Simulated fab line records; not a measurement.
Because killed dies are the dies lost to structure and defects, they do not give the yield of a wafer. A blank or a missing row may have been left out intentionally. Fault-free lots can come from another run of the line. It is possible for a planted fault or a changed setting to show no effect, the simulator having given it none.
Which of the tools did it?	flow gf180mcu	18 wafers sampled from 6 lots at 1 step of a route of 602

WHAT EACH GAUGE READ, for each wafer
GF_M2_OVL_MEAS_15.
lot	measured	on	M2_OVL (nm)
L176	day 19 19:35	overlay-02	2 6 3
L178	day 20 14:55	overlay-02	-8 -2 -9
L182	day 21 23:15	overlay-02	4 2 -1
L184	day 22 14:46	overlay-01	-1 -6 -2
L186	day 23 06:00	overlay-01	-10 -9 -8
L195	day 26 08:06	overlay-02	0 -1 -2

TOOL THAT RAN EACH LOT (tool first, then ch and the chambers of the sampled wafers, then the start)
The record shows no process step preceding these readings.

THE ANSWER, worked out from the rows above alone
Rule: usual is defined by the lots themselves. The widest of any qualifying gaps counts: lots, ordered by their means at a reading, are off when they make up no more than a third of the lots, leave a main group of 4 or more, and stand apart from it by 3 or more times the standard deviation of that group's means. A main group is skipped when, at the precision printed for the reading in the tables above, its means are all equal. A lot without any number at a reading at which 4 lots or more have one is off too. The other lots that the step has rows for count as sound.
No lot is off on any of the readings shown, so nothing can be concluded from this.

WHAT WAS PUT IN BY THE SIMULATOR
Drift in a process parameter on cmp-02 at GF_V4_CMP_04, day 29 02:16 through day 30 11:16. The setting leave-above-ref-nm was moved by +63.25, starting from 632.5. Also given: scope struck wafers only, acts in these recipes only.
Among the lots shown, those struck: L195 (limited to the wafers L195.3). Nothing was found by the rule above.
